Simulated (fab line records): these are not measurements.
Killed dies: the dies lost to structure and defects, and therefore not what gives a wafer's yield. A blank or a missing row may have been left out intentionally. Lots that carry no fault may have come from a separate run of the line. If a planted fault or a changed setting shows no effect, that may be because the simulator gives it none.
A lot that was struck, set against a sound lot -- flow gf180mcu -- 16 steps out of a route of 602
Sound: wafers L983.1, L983.2, L983.3. Struck: wafers L994.2, L994.3, L994.4. Last of all comes the cause.
At each step with rows: each side's tool, then ch and its chambers, then its first start. Under that, the readings that differ: sound wafers -- struck wafers -- difference of the means -- sigmas: that difference in standard deviations of wafers without a fault.
alike: readings whose means differ by less than 2 such deviations, and words and numbers that are the same on both sides. not compared: withheld readings, readings that some wafer has no value for, bounds like >300 that may hide the same value, and numbers for which the record gives no deviation and whose values overlap.
A row with sigmas, a row that says differs or no value, or rows on one side alone: a step with any of these is where the two part. Non-overlapping numbers with no deviation appear without sigmas and do not part them. A reading missing from all wafers of one side parts the sides only when that side holds two or more wafers.

GF_V4_CMP_04: polishes SiO2.
  sound on cmp-01 ch 0,1,3, day 23 09:31; struck on cmp-02 ch 0,1,3, day 27 11:35
  alike: motor-current-A, time-to-endpoint-s
GF_V4_BOW_MEAS_05:
  sound: film-metro-02 at day 23 09:49; struck: film-metro-03 at day 27 11:51
  alike: V4_BOW
then, 8 steps without rows for these wafers: GF_V4_DEHYDRATE_06 (time 60 s); GF_V4_HMDS_07 (prime time 60 s); GF_V4_COAT_08; GF_V4_COAT_09 (resist thk 1000 nm); GF_V4_SOFTBAKE_10 (time 60 s); GF_V4_EXPOSE_11 (exposes mask Via4, target cd 260 nm); GF_V4_PEB_12 (peb time 90 s); GF_V4_DEVELOP_13 (develop time 60 s).
GF_V4_CD_MEAS_14: target cd 260 nm.
  sound: cd-sem-01 at day 24 08:29; struck: cd-sem-01 at day 28 07:30
  alike: cd-nm
GF_V4_OVL_MEAS_15:
  sound: overlay-02 at day 24 08:36; struck: overlay-02 at day 28 07:37
  alike: V4_OVL
GF_V4_ETCH_16: etches BARC in N2/H2.
  sound on rie-diel-01 ch 0,1,2, day 24 08:38; struck on rie-diel-04 ch 0,1,2, day 28 07:38
  no value came back on the struck wafers for any of 5 readings (bias-w (W), chamber-pressure-mTorr (mTorr) and others); on the sound wafers bias-w (W) reads 99.92 100.74 99.84
GF_V4_ETCH_17: etches SiO2 in C4F8/O2/Ar, stops on TiN, target depth 630 nm.
  sound on rie-diel-01 ch 0,1,2; struck on rie-diel-04 ch 0,1,2
reading,sound,struck,difference,sigmas
oes-product-au (a.u.),0.859 0.856 0.852,0.378 0.371 0.368,-0.483,-95
  alike: bias-w, chamber-pressure-mTorr
GF_V4_STRIP_18: strips in O2/N2.
  sound on plasma-asher-04 ch 0,1, day 24 08:46; struck on plasma-asher-01 ch 0,1, day 28 07:46
reading,sound,struck,difference,sigmas
oes-product-au (a.u.),0.590 0.589 0.585,0.609 0.615 0.617,+0.026,+5
  alike: drypump-motor-current-A, heater-power-w
  not compared: rf-hours-counter-h
then, 1 step without rows for these wafers: GF_V4_STRIP_19 (strips in post etch residue remover, time 1200 s).

## WHERE THEY PART
Earliest at GF_V4_ETCH_16; latest, in this record, at GF_V4_STRIP_18.

WHY: whatever the simulator had introduced
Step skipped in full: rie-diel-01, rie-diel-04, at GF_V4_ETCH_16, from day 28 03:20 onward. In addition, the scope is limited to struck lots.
